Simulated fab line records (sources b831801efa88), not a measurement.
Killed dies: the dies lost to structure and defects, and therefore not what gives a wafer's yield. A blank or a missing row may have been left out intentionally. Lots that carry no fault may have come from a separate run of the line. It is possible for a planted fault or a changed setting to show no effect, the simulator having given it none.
A lot that was struck, set against a sound lot	flow sky130	17 steps out of a route of 708
Sound: the wafers L868.3, L868.5, L868.6. Wafers struck: L876.2, L876.5, L876.6. At the end, the cause is stated.
For every step that has rows: the tool of each side, followed by ch and its chambers, followed by its first start. Under that, the readings that differ: sound wafers	struck wafers	difference of the means	sigmas: that difference in standard deviations of wafers without a fault.
alike: readings whose means differ by less than 2 such deviations, and words and numbers that are the same on both sides. not compared: withheld readings, readings that some wafer has no value for, bounds like >300 that may hide the same value, and numbers for which the record gives no deviation and whose values overlap.
A row with sigmas, a row that says differs or no value, or rows on one side alone: a step with any of these is where the two part. Numbers that have no deviation but don't overlap get no sigmas and don't part them. A reading missing from all wafers of one side parts the sides only when that side holds two or more wafers.

SKY_LDD_P_OVL_MEAS_08:
  sound: overlay-01 at day 20 05:46; struck: overlay-01 at day 23 04:59
  alike: LDD_P_OVL
following that, these wafers have no rows for 1 step: SKY_LDD_P_IMPLANT_09.
SKY_LDD_P_STRIP_10: strips in O2/N2.
  sound on plasmaAsher-03 ch 0,1, day 20 05:59; struck on plasmaAsher-02 ch 0,1, day 23 05:10
  alike: chamberPressureMTorr, drypumpMotorCurrentA, oesProductAu, stripTimeToEndpointS
  not compared: rfHoursCounterH
SKY_LDD_P_TW_MEAS_11:
  sound: filmMetro-04 at day 20 06:04; struck: filmMetro-03 at day 23 05:16
  alike: LDD_P_TW
then, 7 steps without rows for these wafers: SKY_LDD_HVN_DEHYDRATE_00 (time 60 s); SKY_LDD_HVN_HMDS_01 (prime time 60 s); SKY_LDD_HVN_COAT_02 (resist thk 300 nm); SKY_LDD_HVN_SOFTBAKE_03 (time 60 s); SKY_LDD_HVN_EXPOSE_04 (exposes mask HVNTM, target cd 700 nm); SKY_LDD_HVN_PEB_05; SKY_LDD_HVN_DEVELOP_06 (develop time 60 s).
SKY_LDD_HVN_OVL_MEAS_07:
  sound: overlay-01 at day 21 12:48; struck: overlay-02 at day 24 10:47
  alike: LDD_HVN_OVL
SKY_LDD_HVN_IMPLANT_08:
  sound on implanter-01 ch 0, day 21 12:52; struck on implanter-01 ch 0, day 24 10:50
reading	sound	struck	difference	sigmas
implantIonAmu	31 31 31	75 75 75	+44	
model.implant.rpNm (nm)	56.68 56.68 56.68	28.52 28.52 28.52	-28.16	
model.implant.drpNm (nm)	28.15 28.15 28.15	14.61 14.61 14.61	-13.54	
SKY_LDD_HVN_STRIP_09: strips in O2/N2.
  sound on plasmaAsher-04 ch 0,1, day 21 13:01; struck on plasmaAsher-03 ch 0,1, day 24 10:58
  alike: chamberPressureMTorr, drypumpMotorCurrentA, oesProductAu, stripTimeToEndpointS
  not compared: rfHoursCounterH
SKY_LDD_HVN_TW_MEAS_10:
  sound: filmMetro-04 at day 21 13:05; struck: filmMetro-02 at day 24 11:04
reading	sound	struck	difference	sigmas
LDD_HVN_TW	1454 1457 1453	1913 1907 1920	+459	+31
then, 1 step without rows for these wafers: SKY_LDD_HVP_DEHYDRATE_00 (time 60 s).
-- here the record skips 24 days between the struck wafers' starts before and after, leaving off in module LDD_HVP and picking up in module PAD_OPEN (first step shown: number 708 of the route) --
SKY_PAD_OPEN_PROBE_99:
  sound: prober-01 at day 46 21:28; struck: prober-02 at day 48 09:49
reading	sound	struck	difference	sigmas
model.etest.tip_n_5v.rsOhmSq	1368 1363 1356	1772 1755 1762	+401	
model.etest.nfetG5v0d10v5.rOnOhmUm	1874 1891 1900	1994 2012 2005	+115	
model.etest.nfetG5v0d10v5.driveUaUm	610.3 598.3 605.6	559.5 558.3 559.8	-45.5	
model.etest.nfet_05v0_nvt.driveUaUm	576.8 576 575.2	549.5 551 547.3	-26.7	
model.etest.resNdiffHv.rsOhmSq	115.7 115.8 116.1	119.1 118.7 119.1	+3.1	
model.etest.ring_5v.delayPs	44.19 44.7 44.01	45.32 46.15 45.64	+1.40	
model.etest.nfet_05v0_nvt.offLog10AUm	-10.82 -10.8 -10.87	-11.36 -11.31 -11.15	-0.44	
  alike: killed_at_M0_to_M3, killed_at_M4_up, killedAtContacts, killedAtFrontEnd, killedAtOther, killedDies, killedOpen, killedShort
  not compared: model.etest.tip_n_5v.rsOhmSqRange

## WHERE THEY PART
Only at SKY_LDD_HVN_TW_MEAS_10, as far as this record shows. Later steps at which nothing parts them and some readings are alike: SKY_PAD_OPEN_PROBE_99.

WHY: the cause the simulator had injected
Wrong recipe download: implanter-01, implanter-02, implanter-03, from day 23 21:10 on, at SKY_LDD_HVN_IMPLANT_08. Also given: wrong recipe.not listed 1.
